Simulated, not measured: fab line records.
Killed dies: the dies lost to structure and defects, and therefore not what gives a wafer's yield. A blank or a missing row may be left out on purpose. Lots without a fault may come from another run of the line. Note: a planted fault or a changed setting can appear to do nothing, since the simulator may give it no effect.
Chamber matching + flow gf180mcu + GF_V4_CVD_02 on pecvd-04 has 3 sister chambers
The step deposits SiO2 from TEOS, target thk 850 nm, time 94.851 s. 16 wafers are shown with their chamber, then 8 later ones without.

WAFERS WITH THEIR CHAMBER
| wafer  | chamber | heaterPowerW (W) |
|--------|---------|------------------|
| L505.1 | 2       | 769              |
| L505.2 | 1       | 760              |
| L505.6 | 0       | 658              |
| L507.1 | 2       | 727              |
| L507.2 | 1       | 697              |
| L507.5 | 1       | 721              |
| L512.3 | 1       | 654              |
| L512.4 | 1       | 709              |
| L512.5 | 2       | 618              |
| L516.4 | 0       | 588              |
| L516.5 | 2       | 768              |
| L516.6 | 1       | 722              |
| L517.2 | 1       | 690              |
| L517.3 | 2       | 747              |
| L517.4 | 2       | 760              |
| L523.1 | 2       | 746              |

SIGNATURES (means of the wafers above)
| reading      | chamber 0 | chamber 1 | chamber 2 | scatter within a chamber |
|--------------|-----------|-----------|-----------|--------------------------|
| heaterPowerW | 623.00    | 707.57    | 733.57    | 44.5                     |
Rule: distance of a wafer from a chamber = root of the sum over the readings of ((wafer's reading minus chamber's mean) / reading's scatter) squared. The wafer belongs to the nearest chamber; if the next one is less than 2 further off, it can't be placed. The scatter: take each reading less its chamber's mean, square it, sum over the shown wafers, divide by the number of wafers less the number of chambers, and take the root.

WAFERS WITHOUT THEIR CHAMBER
| wafer  | heaterPowerW (W) |
|--------|------------------|
| L523.2 | 559              |
| L523.4 | 619              |
| L524.1 | 587              |
| L524.3 | 618              |
| L524.5 | 627              |
| L528.1 | 564              |
| L528.4 | 710              |
| L528.5 | 621              |

WHICH CHAMBER EACH ONE RAN IN
| wafer  | from the rows above          | in truth |
|--------|------------------------------|----------|
| L523.2 | can't be placed: 0 or 1      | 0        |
| L523.4 | can't be placed: 0 or 1      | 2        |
| L524.1 | can't be placed: 0 or 1      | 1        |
| L524.3 | can't be placed: 0 or 1      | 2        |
| L524.5 | can't be placed: 0 or 1      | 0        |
| L528.1 | can't be placed: 0 or 1      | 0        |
| L528.4 | can't be placed: 1 or 2 or 0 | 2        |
| L528.5 | can't be placed: 0 or 1      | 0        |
Correctly placed: 0 of 8. Not placeable from these rows: 8 (in 6, the candidates include the true chamber). Wrongly placed: 0.
